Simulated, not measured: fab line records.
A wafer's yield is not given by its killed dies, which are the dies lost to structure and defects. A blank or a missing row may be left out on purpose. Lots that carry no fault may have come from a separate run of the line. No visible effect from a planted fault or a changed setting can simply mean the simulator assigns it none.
fab line records ; flow sky130
[record] lots = 12; wafers = 36; last-day = 50
route steps=708 shown SD_N@346 CONTACT@422 METAL1@440 VIA1@482
lots that met no fault: taken from a fault-free run of the same line
start-h: the number of hours between the record's first day and the start of the first shown wafer of the lot ; wait-h: hours since the lot's step before ; " identical to the entry in the row above ; L1.1+2: one row covering several wafers at once ; - value missing, or start not given ; * or withheld: withheld ; < > ~ a bound
route shown NAME@n: NAME is a module with steps in the file, n the number in the route of the first one ; usual: mean and standard deviation over wafers with no fault ; same: alike in all rows ; chamber/n: place in a boat ; sites: each site's reading ; _std_site: their standard deviation ; _edge_site: inner sites' mean taken away from outer sites' mean ; radius-mm: how far each site lies from the wafer's centre ; mask NAME#n: copy n ; behind: the most recent tool/chamber to have shaped the wafer ; hold: reason for holding the lot/hours on hold/outcome of the hold ; device: whichever transistor did not switch (one of n, p or np) ; end of line: the tests these same wafers got at the end of their route ; step lacking rows: just its recipe ; killed: at the first sort, the dies lost to defects and structure; wafer yield is something else ; map: a wafer's dies, marking killed ones x, the rest . and places with no die _
set.NAME: setting as actually run; set.NAME@STEP: the setting as run at that earlier step ; model.NAME: the simulator's own value behind a step, which no gauge read
route steps across a sampled set of lots; one table per step, one row per wafer
services: a tool's chamber out of use, with start hour (start-h, from the record's first day; less than 0 if before it), hours out, and reason
[[steps]]
[step SKY_SD_N_EXPOSE_04]
[recipe] mask-id = NSDM; na = 0.6; source-shape = conventional; sigma-outer = 0.6; polarization = unpolarized; target-cd-nm = 380; dose-mj = 141
lot.wafer;tool;chamber;start-h;wait-h;mask
L785.1+5+6;iline-stepper-02;0;634.84;-;NSDM#0
L787.1+5+6;iline-stepper-01;0;646.04;-;NSDM#0
L788.1+2+5;iline-stepper-01;0;650.94;-;NSDM#0
L791.1+5+6;iline-stepper-02;0;677.22;-;NSDM_R1#0
L794.1+2+4;iline-stepper-01;0;716.96;-;NSDM#0
L799.2+5+6;iline-stepper-02;0;765.21;-;NSDM#0
L800.1+3+5;iline-stepper-02;0;768.09;-;NSDM#0
L801.1+2+4;iline-stepper-02;0;777.80;-;NSDM#0
L803.1+2+6;iline-stepper-02;0;783.37;-;NSDM#0
L805.4+5+6;iline-stepper-02;0;793.37;-;NSDM#0
L806.2+4+6;iline-stepper-02;0;796.41;-;NSDM#0
L808.3+5+6;iline-stepper-02;0;814.16;-;NSDM#0
[step SKY_SD_N_CD_MEAS_07]
[recipe] target-cd-nm = 380
[usual] cd-nm = 380.0/2.5
lot.wafer;tool;chamber;start-h;wait-h;cd-nm
L785.1;cd-sem-02;-;649.04;0.1;380.6
L785.5;cd-sem-02;-;649.04;0.1;378.0
L785.6;cd-sem-02;-;649.04;0.1;381.3
L787.1;cd-sem-02;-;659.99;0.1;382.0
L787.5;cd-sem-02;-;659.99;0.1;378.6
L787.6;cd-sem-02;-;659.99;0.1;378.5
L788.1;cd-sem-01;-;665.14;0.1;379.3
L788.2;cd-sem-01;-;665.14;0.1;377.5
L788.5;cd-sem-01;-;665.14;0.1;376.1
L791.1;cd-sem-02;-;691.19;0.1;339.2
L791.5;cd-sem-02;-;691.19;0.1;341.6
L791.6;cd-sem-02;-;691.19;0.1;337.0
L794.1;cd-sem-02;-;729.99;0.1;383.2
L794.2;cd-sem-02;-;729.99;0.1;383.4
L794.4;cd-sem-02;-;729.99;0.1;383.8
L799.2;cd-sem-01;-;779.26;0.1;378.5
L799.5;cd-sem-01;-;779.26;0.1;379.2
L799.6;cd-sem-01;-;779.26;0.1;379.4
L800.1;cd-sem-02;-;781.39;0.1;381.9
L800.3;cd-sem-02;-;781.39;0.1;380.7
L800.5;cd-sem-02;-;781.39;0.1;383.4
L801.1;cd-sem-01;-;791.00;0.1;382.0
L801.2;cd-sem-01;-;791.00;0.1;379.4
L801.4;cd-sem-01;-;791.00;0.1;382.2
L803.1;cd-sem-01;-;796.60;0.1;384.6
L803.2;cd-sem-01;-;796.60;0.1;383.0
L803.6;cd-sem-01;-;796.60;0.1;382.9
L805.4;cd-sem-01;-;806.01;0.1;377.6
L805.5;cd-sem-01;-;806.01;0.1;378.3
L805.6;cd-sem-01;-;806.01;0.1;375.7
L806.2;cd-sem-01;-;809.62;0.1;382.9
L806.4;cd-sem-01;-;809.62;0.1;382.6
L806.6;cd-sem-01;-;809.62;0.1;381.7
L808.3;cd-sem-02;-;827.03;0.1;379.6
L808.5;cd-sem-02;-;827.03;0.1;379.4
L808.6;cd-sem-02;-;827.03;0.1;380.1
[step SKY_CONTACT_ETCH_16]
[recipe] chemistry = N2/H2; target = BARC; ion-energy-ev = 200; source-w = 492.8; bias-w = 100; pressure-mtorr = 30; n2-flow-sccm = 100; h2-flow-sccm = 200; stop-on = SiO2; time-s = 45.9; target-depth-a = 600
[usual] drypump-motor-current-A = 5.6/0.57; oes-product-au = 0.854/0.0048; throttle-valve-pct = 13.225/0.0085
lot.wafer;tool;chamber;start-h;wait-h;drypump-motor-current-A;oes-product-au;rf-hours-counter-h;throttle-valve-pct
L785.1;rie-diel-03;0;738.13;0.0;5.9;0.859;5;13.224
L785.5;rie-diel-03;0;738.13;0.0;5.9;0.854;-;13.229
L785.6;rie-diel-03;1;738.13;0.0;5.8;0.848;-;13.234
L787.1;rie-diel-01;1;747.59;0.0;5.7;0.844;39;13.225
L787.5;rie-diel-01;3;747.59;0.0;4.8;0.859;-;13.223
L787.6;rie-diel-01;0;747.59;0.0;6.4;0.856;-;13.239
L788.1;rie-diel-01;2;753.99;0.0;5.3;0.853;11;13.224
L788.2;rie-diel-01;1;753.99;0.0;5.7;0.849;39;13.223
L788.5;rie-diel-01;0;753.99;0.0;6.4;0.860;-;13.220
L791.1;rie-diel-01;3;776.87;0.0;4.8;0.856;4;13.225
L791.5;rie-diel-01;2;776.87;0.0;5.4;0.862;-;13.220
L791.6;rie-diel-01;3;776.87;0.0;4.8;0.855;-;13.222
L794.1;rie-diel-03;0;816.30;0.0;5.9;0.854;7;13.235
L794.2;rie-diel-03;3;816.30;0.0;5.5;0.846;3;13.216
L794.4;rie-diel-03;2;816.30;0.0;5.5;0.850;0;13.226
L799.2;rie-diel-01;3;863.00;0.0;4.8;0.860;7;13.238
L799.5;rie-diel-01;2;863.00;0.0;5.3;0.847;-;13.219
L799.6;rie-diel-01;1;863.00;0.0;5.7;0.851;-;13.221
L800.1;rie-diel-03;3;865.90;0.0;5.5;0.857;5;13.217
L800.3;rie-diel-03;1;865.90;0.0;5.8;0.859;21;13.231
L800.5;rie-diel-03;3;865.90;0.0;5.6;0.857;-;13.218
L801.1;rie-diel-01;1;873.65;0.0;5.7;0.859;2;13.217
L801.2;rie-diel-01;2;873.65;0.0;5.4;0.860;14;13.213
L801.4;rie-diel-01;3;873.65;0.0;4.8;0.853;-;13.210
L803.1;rie-diel-01;1;879.23;0.0;5.7;0.855;2;13.223
L803.2;rie-diel-01;2;879.23;0.0;5.4;0.847;14;13.209
L803.6;rie-diel-01;3;879.23;0.0;4.8;0.857;-;13.225
L805.4;rie-diel-04;0;888.08;0.0;6.5;0.848;8;13.217
L805.5;rie-diel-04;1;888.08;0.0;5.3;0.845;-;13.217
L805.6;rie-diel-04;0;888.08;0.0;6.5;0.855;-;13.219
L806.2;rie-diel-04;0;892.03;0.0;6.6;0.854;8;13.211
L806.4;rie-diel-04;2;892.03;0.0;4.8;0.852;18;13.243
L806.6;rie-diel-04;2;892.03;0.0;4.8;0.851;-;13.230
L808.3;rie-diel-03;0;909.70;0.0;5.9;0.858;10;13.228
L808.5;rie-diel-03;1;909.70;0.0;5.8;0.857;-;13.223
L808.6;rie-diel-03;2;909.70;0.0;5.5;0.854;-;13.224
[step SKY_METAL1_THK_MEAS_06]
[recipe] thk-meas-gauge = xrf; reads = AlCu_of_METAL1_SPUTTER_02
[usual] METAL1_ALCU_THK = 248/3.1
lot.wafer;tool;chamber;start-h;wait-h;METAL1_ALCU_THK[nm]
L785.1;film-metro-01;-;739.77;0.1;254
L785.5;film-metro-01;-;739.77;0.1;252
L785.6;film-metro-01;-;739.77;0.1;252
L787.1;film-metro-03;-;749.23;0.1;245
L787.5;film-metro-03;-;749.23;0.1;245
L787.6;film-metro-03;-;749.23;0.1;247
L788.1;film-metro-03;-;755.72;0.1;247
L788.2;film-metro-03;-;755.72;0.1;251
L788.5;film-metro-03;-;755.72;0.1;249
L791.1;film-metro-01;-;778.51;0.1;252
L791.5;film-metro-01;-;778.51;0.1;249
L791.6;film-metro-01;-;778.51;0.1;251
L794.1;film-metro-04;-;817.98;0.1;249
L794.2;film-metro-04;-;817.98;0.1;246
L794.4;film-metro-04;-;817.98;0.1;250
L799.2;film-metro-04;-;864.75;0.1;244
L799.5;film-metro-04;-;864.75;0.1;245
L799.6;film-metro-04;-;864.75;0.1;242
L800.1;film-metro-01;-;867.57;0.1;246
L800.3;film-metro-01;-;867.57;0.1;242
L800.5;film-metro-01;-;867.57;0.1;245
L801.1;film-metro-04;-;875.63;0.1;248
L801.2;film-metro-04;-;875.63;0.1;252
L801.4;film-metro-04;-;875.63;0.1;246
L803.1;film-metro-04;-;880.96;0.1;248
L803.2;film-metro-04;-;880.96;0.1;250
L803.6;film-metro-04;-;880.96;0.1;252
L805.4;film-metro-03;-;889.75;0.1;246
L805.5;film-metro-03;-;889.75;0.1;250
L805.6;film-metro-03;-;889.75;0.1;247
L806.2;film-metro-04;-;893.68;0.1;252
L806.4;film-metro-04;-;893.68;0.1;246
L806.6;film-metro-04;-;893.68;0.1;248
L808.3;film-metro-01;-;911.35;0.1;245
L808.5;film-metro-01;-;911.35;0.1;244
L808.6;film-metro-01;-;911.35;0.1;251
[step SKY_VIA1_CMP_24]
[recipe] stop-on = SiO2; t-overpolish-s = 15; down-force-psi = 3.5; platen-rpm = 60; target-thk-nm = 0; pad-velocity-m-s = 0.94248
[usual] motor-current-A = 11.7/0.77; overpolish-run-s = 14.999/0.0082; platen-rpm = 60.00/0.037; time-to-endpoint-s = 67/3.2
lot.wafer;tool;chamber;start-h;wait-h;motor-current-A;overpolish-run-s;platen-rpm;time-to-endpoint-s
L785.1;cmp-02;2;798.20;0.1;11.5;15.004;60.01;63
L785.6;cmp-02;0;798.20;0.1;11.0;15.008;60.02;63
L785.5;cmp-02;1;798.20;0.1;12.5;14.996;60.02;62
L787.1;cmp-01;3;805.26;0.2;13.0;14.988;59.99;70
L787.6;cmp-01;0;805.26;0.2;11.1;14.988;60.04;68
L787.5;cmp-01;1;805.26;0.2;11.9;14.992;59.94;73
L788.1;cmp-01;0;811.99;0.1;11.5;15.003;60.00;69
L788.2;cmp-01;1;811.99;0.1;11.3;14.997;60.01;67
L788.5;cmp-01;3;811.99;0.1;13.0;15.002;60.02;66
L791.1;cmp-02;1;834.13;0.1;11.6;14.983;59.99;63
L791.6;cmp-02;0;834.13;0.1;10.5;15.001;59.99;68
L791.5;cmp-02;1;834.13;0.1;12.4;14.981;59.99;61
L794.2;cmp-01;1;873.62;0.1;12.1;15.002;60.05;69
L794.1;cmp-01;2;873.62;0.1;11.4;14.998;59.95;59
L794.4;cmp-01;3;873.62;0.1;13.5;14.995;60.01;66
L799.2;cmp-01;2;918.24;0.1;11.3;14.998;60.06;64
L799.5;cmp-01;1;918.24;0.1;12.4;15.000;60.03;69
L799.6;cmp-01;2;918.24;0.1;10.8;14.995;60.00;62
L800.3;cmp-01;2;920.81;0.1;11.2;14.999;59.93;61
L800.1;cmp-01;0;920.81;0.1;11.8;14.998;59.96;67
L800.5;cmp-01;2;920.81;0.1;10.7;15.009;60.02;62
L801.4;cmp-01;3;928.76;0.0;13.1;15.005;60.01;69
L801.1;cmp-01;0;928.76;0.0;11.6;14.994;60.01;66
L801.2;cmp-01;2;928.76;0.0;10.8;14.992;59.96;65
L803.1;cmp-01;3;934.62;0.1;13.0;14.978;60.06;64
L803.2;cmp-01;1;934.62;0.1;11.2;14.993;59.99;68
L803.6;cmp-01;3;934.62;0.1;13.2;15.003;60.09;68
L805.4;cmp-01;0;942.90;0.0;11.5;14.994;60.03;70
L805.5;cmp-01;0;942.90;0.0;11.0;14.998;60.02;65
L805.6;cmp-01;1;942.90;0.0;11.7;15.004;59.99;71
L806.2;cmp-02;2;946.21;0.1;11.8;15.001;59.99;70
L806.4;cmp-02;3;946.21;0.1;11.0;14.989;60.03;67
L806.6;cmp-02;1;946.21;0.1;11.4;14.997;59.97;69
L808.3;cmp-02;2;965.30;0.2;11.7;15.005;60.02;68
L808.5;cmp-02;3;965.30;0.2;11.3;14.995;59.98;67
L808.6;cmp-02;0;965.30;0.2;11.6;15.014;60.07;69
[[services]]
tool;chamber;start-h;hours;kind
iline-stepper-02;-;630.37;4.4;pm
cmp-02;-;633.41;3.7;pm
cmp-01;-;637.75;1.5;repair
cmp-01;-;642.35;0.5;repair
iline-stepper-02;-;644.96;6.5;repair
rie-diel-03;1;649.77;10.2;repair
rie-diel-01;-;649.86;4.0;pm
rie-diel-01;1;663.88;8.2;repair
iline-stepper-02;-;666.84;1.7;pm
rie-diel-01;1;674.18;4.7;repair
rie-diel-03;1;702.83;3.2;repair
cmp-02;-;744.00;4.0;pm
cmp-02;-;754.85;0.9;repair
rie-diel-03;-;757.38;1.6;repair
rie-diel-01;2;768.62;2.8;repair
iline-stepper-02;-;772.72;2.1;pm
rie-diel-03;2;820.41;4.9;repair
iline-stepper-02;-;834.64;12.7;repair
cmp-01;-;863.16;3.6;pm
cmp-01;-;879.30;8.8;pm
iline-stepper-02;-;885.02;1.7;pm
cmp-01;-;912.00;4.0;pm
cmp-01;-;925.33;0.3;repair
rie-diel-01;2;929.96;5.9;repair
[[key]]
[first-sign] step = SKY_SD_N_EXPOSE_04; reading = mask; direction = changed
[effect] step = SKY_SD_N_CD_MEAS_07; reading = cd-nm; direction = down; sigmas = 16; usual = 380.0; struck = 339.3
met-at SKY_SD_N_EXPOSE_04
struck-lots L791
tester-left-out L791
not-acting-at SKY_CONTACT_ETCH_16,SKY_METAL1_THK_MEAS_06,SKY_VIA1_CMP_24
onset-between 634.84 677.22
[fault] kind = wrong-mask; tool = any; chamber = -; onset-h = 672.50; steps = SKY_SD_N_EXPOSE_04; aux-copy = NSDM_R1#0; cd-offset-nm = -46; scope = struck-lots-only
// tester-left-out: of these lots the tester's yield and bins aren't shown, on N5 and GAA mostly nor the transistor test; their killed dies are dies lost to structure and defects alone, not to doping, threshold or leakage, so they don't give the yield
